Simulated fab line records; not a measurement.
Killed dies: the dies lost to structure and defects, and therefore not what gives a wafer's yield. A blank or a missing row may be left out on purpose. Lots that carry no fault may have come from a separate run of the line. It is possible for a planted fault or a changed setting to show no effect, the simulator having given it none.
fab line records :: flow gf180mcu
[record]
  lots = 5
  wafers = 15
  last-day = 33
route steps=602 shown V4@486
lots that met no fault: taken from a fault-free run of the same line
start-h: start of the lot's first displayed wafer, in hours after the record's first day :: wait-h: hours from the lot's prior step to this one :: " same as the row above :: L1.1+2: one row covering several wafers at once :: - no value, or no start was given :: * or withheld: withheld :: < > ~ a bound
route shown NAME@n: a module of which the file shows steps, and the number in the route of the first :: usual: average and standard deviation across the fault-free wafers :: same: alike in all rows :: chamber/n: place in a boat :: sites: per-site readings :: _std_site: the values' standard deviation :: _edge_site: outer sites' mean less inner sites' :: radius-mm: how far each site lies from the wafer's centre :: mask NAME#n: copy n :: behind: the last tool/chamber to shape the wafer :: hold: why the lot went on hold/how many hours it stayed there/how the hold came to an end :: device: the n, p or np transistor that did not switch :: end of line: tests of these same wafers at the route's end :: a step given without rows: its recipe and nothing more :: killed: not the wafer's yield, but the dies lost to structure and defects at the first sort :: map: the dies of a wafer, with x for killed, . for not killed, _ for no die there
set.NAME: the setting that was run; set.NAME@STEP: the one run at that earlier step :: model.NAME: the simulator's own value behind a step, which no gauge read
lots at some steps of the route; a table a step, a row a wafer
services: a tool's chamber out of use, with start hour (start-h, from the record's first day; less than 0 if before it), hours out, and reason
[[steps]]
[step GF_V4_SOFTBAKE_10]
[recipe]
  temp-c = 130
  time-s = 60
  resist = KrF
[step GF_V4_EXPOSE_11]
[recipe]
  mask-id = Via4
  target-cd-nm = 260
  na = 0.68
  source-shape = conventional
  sigma-outer = 0.6
  dose-mj = 38
[step GF_V4_PEB_12]
[recipe]
  peb-temp-c = 135
  peb-time-s = 90
  resist = KrF
[step GF_V4_DEVELOP_13]
[recipe]
  develop-time-s = 60
  resist = KrF
  dev-temp-c = 21
[step GF_V4_CD_MEAS_14]
[recipe]
  target-cd-nm = 260
[usual]
  cd-nm = 260.3/1.1
lot.wafer: L430.2
tool: cd-sem-02
chamber: -
start-h: 605.43
wait-h: 0.1
cd-nm: 259.2

lot.wafer: L430.3
tool: cd-sem-02
chamber: -
start-h: 605.43
wait-h: 0.1
cd-nm: 259.2

lot.wafer: L430.4
tool: cd-sem-02
chamber: -
start-h: 605.43
wait-h: 0.1
cd-nm: 260.1

lot.wafer: L433.3
tool: cd-sem-01
chamber: -
start-h: 634.19
wait-h: 0.1
cd-nm: 261.6

lot.wafer: L433.5
tool: cd-sem-01
chamber: -
start-h: 634.19
wait-h: 0.1
cd-nm: 261.3

lot.wafer: L433.6
tool: cd-sem-01
chamber: -
start-h: 634.19
wait-h: 0.1
cd-nm: 260.9

lot.wafer: L437.4
tool: cd-sem-01
chamber: -
start-h: 661.72
wait-h: 0.1
cd-nm: 259.8

lot.wafer: L437.5
tool: cd-sem-01
chamber: -
start-h: 661.72
wait-h: 0.1
cd-nm: 258.7

lot.wafer: L437.6
tool: cd-sem-01
chamber: -
start-h: 661.72
wait-h: 0.1
cd-nm: 259.5

lot.wafer: L441.1
tool: cd-sem-01
chamber: -
start-h: 682.15
wait-h: 0.1
cd-nm: 261.6

lot.wafer: L441.5
tool: cd-sem-01
chamber: -
start-h: 682.15
wait-h: 0.1
cd-nm: 262.2

lot.wafer: L441.6
tool: cd-sem-01
chamber: -
start-h: 682.15
wait-h: 0.1
cd-nm: 261.8

lot.wafer: L443.2
tool: cd-sem-01
chamber: -
start-h: 697.03
wait-h: 0.1
cd-nm: 260.4

lot.wafer: L443.3
tool: cd-sem-01
chamber: -
start-h: 697.03
wait-h: 0.1
cd-nm: 260.0

lot.wafer: L443.4
tool: cd-sem-01
chamber: -
start-h: 697.03
wait-h: 0.1
cd-nm: 259.4
[step GF_V4_OVL_MEAS_15]
[usual]
  V4_OVL = 1/4.2
lot.wafer: L430.2
tool: overlay-02
chamber: -
start-h: 605.53
wait-h: 0.1
V4_OVL[nm]: 2

lot.wafer: L430.3
tool: overlay-02
chamber: -
start-h: 605.53
wait-h: 0.1
V4_OVL[nm]: -1

lot.wafer: L430.4
tool: overlay-02
chamber: -
start-h: 605.53
wait-h: 0.1
V4_OVL[nm]: -1

lot.wafer: L433.3
tool: overlay-02
chamber: -
start-h: 634.29
wait-h: 0.1
V4_OVL[nm]: -3

lot.wafer: L433.5
tool: overlay-02
chamber: -
start-h: 634.29
wait-h: 0.1
V4_OVL[nm]: -1

lot.wafer: L433.6
tool: overlay-02
chamber: -
start-h: 634.29
wait-h: 0.1
V4_OVL[nm]: -3

lot.wafer: L437.4
tool: overlay-01
chamber: -
start-h: 661.80
wait-h: 0.1
V4_OVL[nm]: 0

lot.wafer: L437.5
tool: overlay-01
chamber: -
start-h: 661.80
wait-h: 0.1
V4_OVL[nm]: 8

lot.wafer: L437.6
tool: overlay-01
chamber: -
start-h: 661.80
wait-h: 0.1
V4_OVL[nm]: 0

lot.wafer: L441.1
tool: overlay-01
chamber: -
start-h: 682.27
wait-h: 0.1
V4_OVL[nm]: 8

lot.wafer: L441.5
tool: overlay-01
chamber: -
start-h: 682.27
wait-h: 0.1
V4_OVL[nm]: 3

lot.wafer: L441.6
tool: overlay-01
chamber: -
start-h: 682.27
wait-h: 0.1
V4_OVL[nm]: 3

lot.wafer: L443.2
tool: overlay-02
chamber: -
start-h: 697.13
wait-h: 0.1
V4_OVL[nm]: 2

lot.wafer: L443.3
tool: overlay-02
chamber: -
start-h: 697.13
wait-h: 0.1
V4_OVL[nm]: 2

lot.wafer: L443.4
tool: overlay-02
chamber: -
start-h: 697.13
wait-h: 0.1
V4_OVL[nm]: 11
[step GF_V4_ETCH_16]
[recipe]
  chemistry = N2/H2
  target-depth-a = withheld
  overetch-a = withheld
  time-s = withheld
  target = BARC
  ion-energy-ev = 200
  source-w = 500
  bias-w = 100
  pressure-mtorr = 30
  n2-flow-sccm = 100
  h2-flow-sccm = 200
[usual]
  drypump-motor-current-A = 5.69/0.28
  oes-product-au = 0.854/0.0047
  throttle-valve-pct = 13.224/0.0093
lot.wafer: L430.2
tool: rie-diel-04
chamber: 1
start-h: 605.56
wait-h: 0.0
drypump-motor-current-A: 5.69
oes-product-au: 0.857
throttle-valve-pct: 13.214

lot.wafer: L430.3
tool: rie-diel-04
chamber: 2
start-h: 605.56
wait-h: 0.0
drypump-motor-current-A: 5.23
oes-product-au: 0.859
throttle-valve-pct: 13.218

lot.wafer: L430.4
tool: rie-diel-04
chamber: 0
start-h: 605.56
wait-h: 0.0
drypump-motor-current-A: 5.84
oes-product-au: 0.856
throttle-valve-pct: 13.216

lot.wafer: L433.3
tool: rie-diel-01
chamber: 2
start-h: 634.31
wait-h: 0.0
drypump-motor-current-A: 5.60
oes-product-au: 0.854
throttle-valve-pct: 13.229

lot.wafer: L433.5
tool: rie-diel-01
chamber: 3
start-h: 634.31
wait-h: 0.0
drypump-motor-current-A: 5.97
oes-product-au: 0.853
throttle-valve-pct: 13.224

lot.wafer: L433.6
tool: rie-diel-01
chamber: 0
start-h: 634.31
wait-h: 0.0
drypump-motor-current-A: 5.42
oes-product-au: 0.852
throttle-valve-pct: 13.216

lot.wafer: L437.4
tool: rie-diel-01
chamber: 3
start-h: 661.84
wait-h: 0.0
drypump-motor-current-A: 5.93
oes-product-au: 0.860
throttle-valve-pct: 13.229

lot.wafer: L437.5
tool: rie-diel-01
chamber: 1
start-h: 661.84
wait-h: 0.0
drypump-motor-current-A: 5.76
oes-product-au: 0.856
throttle-valve-pct: 13.224

lot.wafer: L437.6
tool: rie-diel-01
chamber: 0
start-h: 661.84
wait-h: 0.0
drypump-motor-current-A: 5.42
oes-product-au: 0.853
throttle-valve-pct: 13.220

lot.wafer: L441.1
tool: rie-diel-03
chamber: 1
start-h: 682.31
wait-h: 0.0
drypump-motor-current-A: 6.12
oes-product-au: 0.856
throttle-valve-pct: 13.222

lot.wafer: L441.5
tool: rie-diel-03
chamber: 3
start-h: 682.31
wait-h: 0.0
drypump-motor-current-A: 5.04
oes-product-au: 0.851
throttle-valve-pct: 13.224

lot.wafer: L441.6
tool: rie-diel-03
chamber: 2
start-h: 682.31
wait-h: 0.0
drypump-motor-current-A: 6.50
oes-product-au: 0.841
throttle-valve-pct: 13.217

lot.wafer: L443.2
tool: rie-diel-04
chamber: 1
start-h: 697.16
wait-h: 0.0
drypump-motor-current-A: 5.70
oes-product-au: 0.860
throttle-valve-pct: 13.230

lot.wafer: L443.3
tool: rie-diel-04
chamber: 0
start-h: 697.16
wait-h: 0.0
drypump-motor-current-A: 5.82
oes-product-au: 0.860
throttle-valve-pct: 13.225

lot.wafer: L443.4
tool: rie-diel-04
chamber: 0
start-h: 697.16
wait-h: 0.0
drypump-motor-current-A: 5.83
oes-product-au: 0.862
throttle-valve-pct: 13.219
[step GF_V4_ETCH_17]
[recipe]
  chemistry = C4F8/O2/Ar
  mask-material = KrF
  target = SiO2
  stop-on = TiN
  source-w = 1500
  bias-w = 1200
  pressure-mtorr = 40
  c4f8-flow-sccm = withheld
  O2_flow_sccm = 6
  Ar_flow_sccm = 300
  time-s = withheld
  target-depth-a = 6300
[usual]
  oes-product-au = 0.856/0.0045
lot.wafer: L430.2
tool: rie-diel-04
chamber: 1
start-h: -
wait-h: -
oes-product-au: 0.852

lot.wafer: L430.3
tool: rie-diel-04
chamber: 2
start-h: -
wait-h: -
oes-product-au: 0.858

lot.wafer: L430.4
tool: rie-diel-04
chamber: 0
start-h: -
wait-h: -
oes-product-au: 0.858

lot.wafer: L433.3
tool: rie-diel-01
chamber: 2
start-h: -
wait-h: -
oes-product-au: 0.850

lot.wafer: L433.5
tool: rie-diel-01
chamber: 3
start-h: -
wait-h: -
oes-product-au: 0.859

lot.wafer: L433.6
tool: rie-diel-01
chamber: 0
start-h: -
wait-h: -
oes-product-au: 0.859

lot.wafer: L437.4
tool: rie-diel-01
chamber: 3
start-h: -
wait-h: -
oes-product-au: 0.857

lot.wafer: L437.5
tool: rie-diel-01
chamber: 1
start-h: -
wait-h: -
oes-product-au: 0.860

lot.wafer: L437.6
tool: rie-diel-01
chamber: 0
start-h: -
wait-h: -
oes-product-au: 0.853

lot.wafer: L441.1
tool: rie-diel-03
chamber: 1
start-h: -
wait-h: -
oes-product-au: 0.856

lot.wafer: L441.5
tool: rie-diel-03
chamber: 3
start-h: -
wait-h: -
oes-product-au: 0.852

lot.wafer: L441.6
tool: rie-diel-03
chamber: 2
start-h: -
wait-h: -
oes-product-au: 0.852

lot.wafer: L443.2
tool: rie-diel-04
chamber: 1
start-h: -
wait-h: -
oes-product-au: 0.849

lot.wafer: L443.3
tool: rie-diel-04
chamber: 0
start-h: -
wait-h: -
oes-product-au: 0.856

lot.wafer: L443.4
tool: rie-diel-04
chamber: 0
start-h: -
wait-h: -
oes-product-au: 0.860
[step GF_V4_STRIP_18]
[recipe]
  chemistry = O2/N2
  power-w = 1400
  pressure-mtorr = 1500
  platen-temp-c = 250
  o2-flow-sccm = 3000
  n2-flow-sccm = 300
  overash-fraction = 0.5
[usual]
  drypump-motor-current-A = 5.68/0.28
  heater-power-w = 351/29
  oes-product-au = 0.592/0.0048
lot.wafer: L430.2
tool: plasma-asher-04
chamber: 0
start-h: 605.69
wait-h: -
drypump-motor-current-A: 5.95
heater-power-w: 399
oes-product-au: 0.594
rf-hours-counter-h: 19

lot.wafer: L430.3
tool: plasma-asher-04
chamber: 1
start-h: 605.69
wait-h: -
drypump-motor-current-A: 5.23
heater-power-w: 371
oes-product-au: 0.593
rf-hours-counter-h: -

lot.wafer: L430.4
tool: plasma-asher-04
chamber: 0
start-h: 605.69
wait-h: -
drypump-motor-current-A: 5.96
heater-power-w: 392
oes-product-au: 0.585
rf-hours-counter-h: -

lot.wafer: L433.3
tool: plasma-asher-01
chamber: 1
start-h: 634.47
wait-h: -
drypump-motor-current-A: 5.68
heater-power-w: 362
oes-product-au: 0.595
rf-hours-counter-h: -

lot.wafer: L433.5
tool: plasma-asher-01
chamber: 1
start-h: 634.47
wait-h: -
drypump-motor-current-A: 5.66
heater-power-w: 358
oes-product-au: 0.586
rf-hours-counter-h: -

lot.wafer: L433.6
tool: plasma-asher-01
chamber: 0
start-h: 634.47
wait-h: -
drypump-motor-current-A: 5.96
heater-power-w: 312
oes-product-au: 0.590
rf-hours-counter-h: -

lot.wafer: L437.4
tool: plasma-asher-04
chamber: 0
start-h: 661.98
wait-h: -
drypump-motor-current-A: 5.95
heater-power-w: 394
oes-product-au: 0.595
rf-hours-counter-h: -

lot.wafer: L437.5
tool: plasma-asher-04
chamber: 1
start-h: 661.98
wait-h: -
drypump-motor-current-A: 5.24
heater-power-w: 360
oes-product-au: 0.588
rf-hours-counter-h: -

lot.wafer: L437.6
tool: plasma-asher-04
chamber: 0
start-h: 661.98
wait-h: -
drypump-motor-current-A: 6.00
heater-power-w: 398
oes-product-au: 0.589
rf-hours-counter-h: -

lot.wafer: L441.1
tool: plasma-asher-01
chamber: 1
start-h: 682.44
wait-h: -
drypump-motor-current-A: 5.64
heater-power-w: 363
oes-product-au: 0.597
rf-hours-counter-h: 109

lot.wafer: L441.5
tool: plasma-asher-01
chamber: 0
start-h: 682.44
wait-h: -
drypump-motor-current-A: 5.95
heater-power-w: 311
oes-product-au: 0.586
rf-hours-counter-h: -

lot.wafer: L441.6
tool: plasma-asher-01
chamber: 1
start-h: 682.44
wait-h: -
drypump-motor-current-A: 5.70
heater-power-w: 364
oes-product-au: 0.594
rf-hours-counter-h: -

lot.wafer: L443.2
tool: plasma-asher-01
chamber: 1
start-h: 697.29
wait-h: -
drypump-motor-current-A: 5.67
heater-power-w: 363
oes-product-au: 0.591
rf-hours-counter-h: 111

lot.wafer: L443.3
tool: plasma-asher-01
chamber: 1
start-h: 697.29
wait-h: -
drypump-motor-current-A: 5.66
heater-power-w: 362
oes-product-au: 0.580
rf-hours-counter-h: -

lot.wafer: L443.4
tool: plasma-asher-01
chamber: 0
start-h: 697.29
wait-h: -
drypump-motor-current-A: 5.95
heater-power-w: 311
oes-product-au: 0.594
rf-hours-counter-h: -
[step GF_V4_STRIP_19]
[recipe]
  chemistry = post-etch-residue-remover
  time-s = 1200
  temp-c = 72.5
[step GF_V4_CLEAN_20]
[recipe]
  chemistry = DIW
  dry = n2-spin
[step GF_V4_SPUTTER_21]
[recipe]
  material = Ti
  target-thk-nm = 15
  chamber-pressure-pa = 5
  power-w = 2500
  substrate-temp-c = 200
  time-s = 80.02
[usual]
  cathode-dc-power-W = 2500.0/0.47
  throttle-valve-pct = 29.8/1.1
[same]
  time-s = 80.02
lot.wafer: L430.2
tool: pvd-sputter-04
chamber: -
start-h: 606.23
wait-h: 0.0
cathode-dc-power-W: 2499.8
throttle-valve-pct: 30.3

lot.wafer: L430.3
tool: pvd-sputter-04
chamber: -
start-h: 606.23
wait-h: 0.0
cathode-dc-power-W: 2500.4
throttle-valve-pct: 28.9

lot.wafer: L430.4
tool: pvd-sputter-04
chamber: -
start-h: 606.23
wait-h: 0.0
cathode-dc-power-W: 2499.6
throttle-valve-pct: 28.5

lot.wafer: L433.3
tool: pvd-sputter-03
chamber: -
start-h: 634.97
wait-h: 0.0
cathode-dc-power-W: 2500.7
throttle-valve-pct: 29.7

lot.wafer: L433.5
tool: pvd-sputter-03
chamber: -
start-h: 634.97
wait-h: 0.0
cathode-dc-power-W: 2499.8
throttle-valve-pct: 30.0

lot.wafer: L433.6
tool: pvd-sputter-03
chamber: -
start-h: 634.97
wait-h: 0.0
cathode-dc-power-W: 2499.6
throttle-valve-pct: 30.1

lot.wafer: L437.4
tool: pvd-sputter-04
chamber: -
start-h: 662.49
wait-h: 0.0
cathode-dc-power-W: 2500.2
throttle-valve-pct: 30.6

lot.wafer: L437.5
tool: pvd-sputter-04
chamber: -
start-h: 662.49
wait-h: 0.0
cathode-dc-power-W: 2500.0
throttle-valve-pct: 30.5

lot.wafer: L437.6
tool: pvd-sputter-04
chamber: -
start-h: 662.49
wait-h: 0.0
cathode-dc-power-W: 2499.2
throttle-valve-pct: 30.6

lot.wafer: L441.1
tool: pvd-sputter-03
chamber: -
start-h: 683.00
wait-h: 0.0
cathode-dc-power-W: 2500.4
throttle-valve-pct: 27.7

lot.wafer: L441.5
tool: pvd-sputter-03
chamber: -
start-h: 683.00
wait-h: 0.0
cathode-dc-power-W: 2499.6
throttle-valve-pct: 30.0

lot.wafer: L441.6
tool: pvd-sputter-03
chamber: -
start-h: 683.00
wait-h: 0.0
cathode-dc-power-W: 2500.2
throttle-valve-pct: 27.5

lot.wafer: L443.2
tool: pvd-sputter-02
chamber: -
start-h: 697.86
wait-h: 0.0
cathode-dc-power-W: 2499.7
throttle-valve-pct: 28.7

lot.wafer: L443.3
tool: pvd-sputter-02
chamber: -
start-h: 697.86
wait-h: 0.0
cathode-dc-power-W: 2500.1
throttle-valve-pct: 30.5

lot.wafer: L443.4
tool: pvd-sputter-02
chamber: -
start-h: 697.86
wait-h: 0.0
cathode-dc-power-W: 2500.3
throttle-valve-pct: 29.3
[step GF_V4_SPUTTER_22]
[recipe]
  material = TiN
  target-thk-nm = 10
  chamber-pressure-pa = 5
  power-w = 4000
  time-s = 40
[usual]
  cathode-dc-power-W = 4000.1/0.71
  throttle-valve-pct = 29.8/1.1
lot.wafer: L430.2
tool: pvd-sputter-04
chamber: -
start-h: 606.29
wait-h: 0.0
cathode-dc-power-W: 3999.2
throttle-valve-pct: 30.8
model.TiN_of_V4_SPUTTER_22.thk-nm: 10.05

lot.wafer: L430.3
tool: pvd-sputter-04
chamber: -
start-h: 606.29
wait-h: 0.0
cathode-dc-power-W: 3999.3
throttle-valve-pct: 28.3
model.TiN_of_V4_SPUTTER_22.thk-nm: 9.987

lot.wafer: L430.4
tool: pvd-sputter-04
chamber: -
start-h: 606.29
wait-h: 0.0
cathode-dc-power-W: 4000.5
throttle-valve-pct: 28.6
model.TiN_of_V4_SPUTTER_22.thk-nm: 10.03

lot.wafer: L433.3
tool: pvd-sputter-03
chamber: -
start-h: 635.03
wait-h: 0.0
cathode-dc-power-W: 3999.9
throttle-valve-pct: 30.4
model.TiN_of_V4_SPUTTER_22.thk-nm: 9.967

lot.wafer: L433.5
tool: pvd-sputter-03
chamber: -
start-h: 635.03
wait-h: 0.0
cathode-dc-power-W: 4001.4
throttle-valve-pct: 29.9
model.TiN_of_V4_SPUTTER_22.thk-nm: 10.12

lot.wafer: L433.6
tool: pvd-sputter-03
chamber: -
start-h: 635.03
wait-h: 0.0
cathode-dc-power-W: 3999.0
throttle-valve-pct: 30.5
model.TiN_of_V4_SPUTTER_22.thk-nm: 10.14

lot.wafer: L437.4
tool: pvd-sputter-04
chamber: -
start-h: 662.55
wait-h: 0.0
cathode-dc-power-W: 4000.4
throttle-valve-pct: 30.4
model.TiN_of_V4_SPUTTER_22.thk-nm: 15.07

lot.wafer: L437.5
tool: pvd-sputter-04
chamber: -
start-h: 662.55
wait-h: 0.0
cathode-dc-power-W: 4000.7
throttle-valve-pct: 30.7
model.TiN_of_V4_SPUTTER_22.thk-nm: 15.1

lot.wafer: L437.6
tool: pvd-sputter-04
chamber: -
start-h: 662.55
wait-h: 0.0
cathode-dc-power-W: 3999.4
throttle-valve-pct: 30.6
model.TiN_of_V4_SPUTTER_22.thk-nm: 10.08

lot.wafer: L441.1
tool: pvd-sputter-03
chamber: -
start-h: 683.06
wait-h: 0.0
cathode-dc-power-W: 3999.7
throttle-valve-pct: 27.5
model.TiN_of_V4_SPUTTER_22.thk-nm: 9.863

lot.wafer: L441.5
tool: pvd-sputter-03
chamber: -
start-h: 683.06
wait-h: 0.0
cathode-dc-power-W: 3999.6
throttle-valve-pct: 29.7
model.TiN_of_V4_SPUTTER_22.thk-nm: 9.748

lot.wafer: L441.6
tool: pvd-sputter-03
chamber: -
start-h: 683.06
wait-h: 0.0
cathode-dc-power-W: 4000.6
throttle-valve-pct: 27.4
model.TiN_of_V4_SPUTTER_22.thk-nm: 9.761

lot.wafer: L443.2
tool: pvd-sputter-02
chamber: -
start-h: 697.92
wait-h: 0.0
cathode-dc-power-W: 4000.5
throttle-valve-pct: 28.8
model.TiN_of_V4_SPUTTER_22.thk-nm: 9.992

lot.wafer: L443.3
tool: pvd-sputter-02
chamber: -
start-h: 697.92
wait-h: 0.0
cathode-dc-power-W: 3999.6
throttle-valve-pct: 30.9
model.TiN_of_V4_SPUTTER_22.thk-nm: 9.895

lot.wafer: L443.4
tool: pvd-sputter-02
chamber: -
start-h: 697.92
wait-h: 0.0
cathode-dc-power-W: 4000.6
throttle-valve-pct: 29.4
model.TiN_of_V4_SPUTTER_22.thk-nm: 9.934
[step GF_V4_CVD_23]
[recipe]
  material = W
  target-thk-nm = 350
  time-s = 104.9
  temp-c = 400
  pressure-torr = 40
[usual]
  heater-power-w = 854/170
[same]
  time-s = 104.9
lot.wafer: L430.2
tool: cvd-w-02
chamber: 0
start-h: 606.36
wait-h: 0.1
heater-power-w: 1119

lot.wafer: L430.3
tool: cvd-w-02
chamber: 0
start-h: 606.36
wait-h: 0.1
heater-power-w: 1094

lot.wafer: L430.4
tool: cvd-w-02
chamber: 0
start-h: 606.36
wait-h: 0.1
heater-power-w: 1102

lot.wafer: L433.3
tool: cvd-w-02
chamber: 1
start-h: 635.11
wait-h: 0.1
heater-power-w: 764

lot.wafer: L433.5
tool: cvd-w-02
chamber: 1
start-h: 635.11
wait-h: 0.1
heater-power-w: 764

lot.wafer: L433.6
tool: cvd-w-02
chamber: 0
start-h: 635.11
wait-h: 0.1
heater-power-w: 1117

lot.wafer: L437.4
tool: cvd-w-02
chamber: 0
start-h: 662.70
wait-h: 0.1
heater-power-w: 1118

lot.wafer: L437.5
tool: cvd-w-02
chamber: 0
start-h: 662.70
wait-h: 0.1
heater-power-w: 1114

lot.wafer: L437.6
tool: cvd-w-02
chamber: 0
start-h: 662.70
wait-h: 0.1
heater-power-w: 1139

lot.wafer: L441.1
tool: cvd-w-01
chamber: 1
start-h: 683.10
wait-h: 0.0
heater-power-w: 701

lot.wafer: L441.5
tool: cvd-w-01
chamber: 0
start-h: 683.10
wait-h: 0.0
heater-power-w: 810

lot.wafer: L441.6
tool: cvd-w-01
chamber: 1
start-h: 683.10
wait-h: 0.0
heater-power-w: 688

lot.wafer: L443.2
tool: cvd-w-01
chamber: 0
start-h: 697.96
wait-h: 0.0
heater-power-w: 812

lot.wafer: L443.3
tool: cvd-w-01
chamber: 1
start-h: 697.96
wait-h: 0.0
heater-power-w: 688

lot.wafer: L443.4
tool: cvd-w-01
chamber: 0
start-h: 697.96
wait-h: 0.0
heater-power-w: 814
[[services]]
tool: pvd-sputter-04
chamber: 3
start-h: 593.17
hours: -
kind: consumable-replace:kit

tool: pvd-sputter-04
chamber: 3
start-h: 593.17
hours: 18.0
kind: scheduled-down

tool: pvd-sputter-04
chamber: 3
start-h: 593.17
hours: 18.0
kind: vent-cycle

tool: rie-diel-03
chamber: -
start-h: 597.31
hours: 14.6
kind: pm

tool: cvd-w-02
chamber: 1
start-h: 599.36
hours: 24.5
kind: repair

tool: rie-diel-04
chamber: 3
start-h: 608.42
hours: -
kind: clean

tool: rie-diel-04
chamber: 3
start-h: 608.42
hours: 23.3
kind: scheduled-down

tool: rie-diel-04
chamber: 3
start-h: 608.42
hours: 23.3
kind: vent-cycle

tool: pvd-sputter-03
chamber: 2
start-h: 611.08
hours: -
kind: consumable-replace:kit

tool: pvd-sputter-03
chamber: 2
start-h: 611.08
hours: 18.0
kind: scheduled-down

tool: pvd-sputter-03
chamber: 2
start-h: 611.08
hours: 18.0
kind: vent-cycle

tool: pvd-sputter-03
chamber: -
start-h: 617.47
hours: 6.1
kind: repair

tool: rie-diel-01
chamber: 1
start-h: 651.95
hours: 5.6
kind: repair

tool: rie-diel-01
chamber: 2
start-h: 653.79
hours: 10.1
kind: repair

tool: cvd-w-02
chamber: 1
start-h: 654.24
hours: 14.7
kind: repair

tool: rie-diel-01
chamber: 3
start-h: 673.86
hours: 14.1
kind: repair

tool: cvd-w-01
chamber: -
start-h: 675.90
hours: 6.0
kind: pm

tool: plasma-asher-04
chamber: -
start-h: 678.03
hours: 2.8
kind: pm

tool: rie-diel-01
chamber: 0
start-h: 678.37
hours: 6.3
kind: repair

tool: rie-diel-01
chamber: 1
start-h: 680.66
hours: 5.2
kind: repair

tool: cvd-w-01
chamber: 1
start-h: 685.92
hours: 8.7
kind: repair

tool: rie-diel-04
chamber: 2
start-h: 687.85
hours: -
kind: clean

tool: rie-diel-04
chamber: 2
start-h: 687.85
hours: 15.6
kind: scheduled-down

tool: rie-diel-04
chamber: 2
start-h: 687.85
hours: 15.6
kind: vent-cycle
[[key]]
first-sign none at tools or gauges
[model-effect]
  step = GF_V4_SPUTTER_22
  value = TiN_of_V4_SPUTTER_22.thk-nm
  without = 10.1
  struck = 15.09
met-at GF_V4_SPUTTER_22
struck-wafers L437.4,L437.5
[fault]
  kind = process-parameter-drift
  tool = pvd-sputter-04
  chamber = -
  onset-h = 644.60
  steps = GF_V4_SPUTTER_22
  channel = target-thk-nm
  offset = 4.9814
  shape = step
  end-h = 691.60
  acts-in = these-recipes-only
  stated = 10
  scope = struck-wafers-only
